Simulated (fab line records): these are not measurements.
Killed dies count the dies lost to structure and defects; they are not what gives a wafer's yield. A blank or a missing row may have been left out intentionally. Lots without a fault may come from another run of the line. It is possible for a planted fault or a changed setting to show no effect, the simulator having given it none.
The tool behind it: which one? | flow gf180mcu | Sampling: 12 lots, 36 wafers, 5 of 602 route steps

== WHAT THE GAUGES READ, wafer by wafer ==
GF_V1_OVL_MEAS_15. Usual: V1_OVL typically reads 2 nm, with standard deviation 5.3.
lot  | measured     | on         | V1_OVL (nm) | flag
L291 | day 19 05:35 | overlay-02 | 5 3 3       |
L292 | day 19 11:41 | overlay-01 | 5 9 10      |
L293 | day 20 02:39 | overlay-02 | -3 -3 -2    |
L295 | day 20 17:41 | overlay-01 | 8 -2 6      |
L296 | day 21 04:14 | overlay-02 | 4 5 1       |
L297 | day 21 18:06 | overlay-02 | 2 -3 -1     |
L298 | day 21 23:39 | overlay-02 | 6 1 2       |
L303 | day 23 14:57 | overlay-02 | -8 -2 -1    |
L304 | day 23 23:49 | overlay-02 | 4 -1 5      |
L305 | day 24 12:40 | overlay-02 | -1 9 5      |
L308 | day 25 09:36 | overlay-02 | 4 5 2       |
L311 | day 26 05:35 | overlay-01 | 15 8 11     |

GF_M2_THK_MEAS_06: measures by xrf. Usual: M2_ALCU_THK typically reads 454 nm, with standard deviation 6.1.
lot  | measured     | on            | M2_ALCU_THK (nm) | flag
L291 | day 19 07:19 | film_metro-02 | 449 455 460      |
L292 | day 19 13:31 | film_metro-01 | 456 459 452      |
L293 | day 20 04:48 | film_metro-01 | 456 456 456      |
L295 | day 20 19:26 | film_metro-01 | 465 449 456      |
L296 | day 21 06:00 | film_metro-01 | 445 448 445      |
L297 | day 21 19:50 | film_metro-01 | 461 461 458      |
L298 | day 22 01:24 | film_metro-01 | 457 444 447      |
L303 | day 23 16:44 | film_metro-04 | 464 471 456      |
L304 | day 24 01:43 | film_metro-01 | 456 452 465      |
L305 | day 24 14:26 | film_metro-01 | 454 452 450      |
L308 | day 25 11:22 | film_metro-04 | 450 457 458      |
L311 | day 26 07:19 | film_metro-02 | 447 445 445      |

GF_M2_CD_MEAS_14: target cd 280 nm. Usual: cd_nm 280.4 nm, standard deviation 1.3.
lot  | measured     | on        | cd_nm (nm)        | flag
L291 | day 20 07:29 | cd_sem-02 | 280.4 279.6 280.1 |
L292 | day 20 13:44 | cd_sem-02 | 278.8 280.4 278.4 |
L293 | day 21 04:29 | cd_sem-02 | 280.8 280.1 280.7 |
L295 | day 21 18:11 | cd_sem-02 | 277.8 278.4 278.6 |
L296 | day 22 05:26 | cd_sem-02 | 281.1 280.9 281.6 |
L297 | day 22 19:40 | cd_sem-01 | 280.7 282.2 281.8 |
L298 | day 22 23:41 | cd_sem-01 | 280.4 279.7 279.8 |
L303 | day 24 15:07 | cd_sem-01 | 279.2 279.4 278.9 |
L304 | day 24 23:13 | cd_sem-01 | 279.9 280.7 280.0 |
L305 | day 25 11:56 | cd_sem-02 | 265.5 254.5 243.2 | OFF
L308 | day 26 07:42 | cd_sem-01 | 279.6 279.2 280.5 |
L311 | day 27 03:11 | cd_sem-01 | 281.2 281.9 282.4 |

== EACH LOT AND THE TOOL THAT RAN IT (in order: tool; ch and the chambers of the sampled wafers; start) ==
lot  | GF_V1_STRIP_18                       | GF_M2_EXPOSE_11
L291 | plasma_asher-02 ch 0,1, day 19 05:45 | krf_scanner-02 ch 0, day 19 19:46
L292 | plasma_asher-01 ch 0,1, day 19 11:51 | krf_scanner-02 ch 0, day 20 01:41
L293 | plasma_asher-02 ch 0,1, day 20 02:50 | krf_scanner-02 ch 0, day 20 16:41
L295 | plasma_asher-01 ch 0,1, day 20 17:51 | krf_scanner-01 ch 0, day 21 07:12
L296 | plasma_asher-02 ch 0,1, day 21 04:24 | krf_scanner-01 ch 0, day 21 17:49
L297 | plasma_asher-02 ch 0,1, day 21 18:16 | krf_scanner-01 ch 0, day 22 07:56
L298 | plasma_asher-02 ch 0,1, day 21 23:50 | krf_scanner-01 ch 0, day 22 13:19
L303 | plasma_asher-03 ch 0,1, day 23 15:08 | krf_scanner-02 ch 0, day 24 04:01
L304 | plasma_asher-02 ch 0,1, day 24 00:00 | krf_scanner-02 ch 0, day 24 13:24
L305 | plasma_asher-01 ch 0,1, day 24 12:50 | krf_scanner-01 ch 0, day 25 00:48
L308 | plasma_asher-01 ch 0,1, day 25 09:47 | krf_scanner-02 ch 0, day 25 21:23
L311 | plasma_asher-03 ch 0,1, day 26 05:45 | krf_scanner-02 ch 0, day 26 17:52
- GF_V1_STRIP_18: strips in O2/N2.
- GF_M2_EXPOSE_11: exposes mask Metal2, target cd 280 nm.

== AS READ BY THE TOOLS THEMSELVES (means over the sampled wafers that have a number; for cases with no such wafer, the mark the record gives instead) ==
GF_V1_STRIP_18. Usual: drypump_motor_current_A 5.8 A, standard deviation 0.49; heater_power_w 356 W, standard deviation 32; o2_flow_sccm 2999 sccm, standard deviation 8.8; oes_product_au 0.593 a.u., standard deviation 0.0048.
lot  | tool            | drypump_motor_current_A (A) | heater_power_w (W) | o2_flow_sccm (sccm) | oes_product_au (a.u.) | flag
L291 | plasma_asher-02 | 5.6                         | 343                | 2993                | 0.597                 |
L292 | plasma_asher-01 | 5.4                         | 360                | 2991                | 0.597                 |
L293 | plasma_asher-02 | 5.6                         | 342                | 2987                | 0.594                 |
L295 | plasma_asher-01 | 5.4                         | 341                | 2996                | 0.594                 |
L296 | plasma_asher-02 | 5.6                         | 375                | 3001                | 0.592                 |
L297 | plasma_asher-02 | 5.6                         | 372                | 3003                | 0.592                 |
L298 | plasma_asher-02 | 5.6                         | 339                | 3006                | 0.592                 |
L303 | plasma_asher-03 | 6.4                         | 355                | 2987                | 0.594                 |
L304 | plasma_asher-02 | 5.6                         | 374                | 3000                | 0.592                 |
L305 | plasma_asher-01 | 5.3                         | 363                | 2993                | 0.588                 |
L308 | plasma_asher-01 | 5.3                         | 355                | 3001                | 0.586                 |
L311 | plasma_asher-03 | 6.6                         | 363                | 2993                | 0.594                 |

GF_M2_EXPOSE_11. Usual: exposure_dose_mJ_cm2 27.958, standard deviation 0.028; stage_vel_mm_s 499.99 mm/s, standard deviation 0.25.
lot  | tool           | exposure_dose_mJ_cm2 | stage_vel_mm_s (mm/s) | flag
L291 | krf_scanner-02 | 27.968               | 500.01                |
L292 | krf_scanner-02 | 27.988               | 500.16                |
L293 | krf_scanner-02 | 27.941               | 500.10                |
L295 | krf_scanner-01 | 27.964               | 499.94                |
L296 | krf_scanner-01 | 27.993               | 499.93                |
L297 | krf_scanner-01 | 27.984               | 499.93                |
L298 | krf_scanner-01 | 27.931               | 499.98                |
L303 | krf_scanner-02 | 27.965               | 499.87                |
L304 | krf_scanner-02 | 27.940               | 499.76                |
L305 | krf_scanner-01 | 26.537               | 500.37                | OFF
L308 | krf_scanner-02 | 27.916               | 500.00                |
L311 | krf_scanner-02 | 27.965               | 500.25                |

== THE ANSWER, worked out from the rows above alone ==
Rule: a lot counts as off when the mean over its wafers that have a number is more than 3 standard deviations away from the usual mean. A lot without any number at a reading at which 4 lots or more have one is off too. The other lots that the step has rows for count as sound. After the gauges, taken in route order, come the tools' own readings; for these a lot's mean is taken, as printed above. At the first step where some lot is off, the reading lying furthest off is the one used; lots without a number count as furthest.
Off, at GF_M2_CD_MEAS_14 on cd_nm: L305.
If a tool, at a process step before that reading, ran all the lots that are off and no sound lot after the first of them, it fits. Not tried: the gauges at GF_M2_CD_MEAS_14; whatever is off there is also off at GF_M2_EXPOSE_11, on other tools, and gauge error can't account for it. One candidate fits, namely krf_scanner-01 at GF_M2_EXPOSE_11. A fault onset in the window from L298 (day 22 13:19, its last sound lot) to L305 (day 25 00:48, its first lot off) fits.
On the lots that are off, the tool's own readings at GF_M2_EXPOSE_11 differ by more than 5 times the standard deviation of the sound lots' means, which bears it out; exposure_dose_mJ_cm2 reads 26.537 there versus 27.960 on the sound lots.

== WHAT THE SIMULATOR PUT IN ==
Drift in process parameters on krf_scanner-01 at GF_M2_EXPOSE_11, starting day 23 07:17. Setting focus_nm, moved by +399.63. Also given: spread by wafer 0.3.
Struck lots among those shown: L305. The rule above found the same.
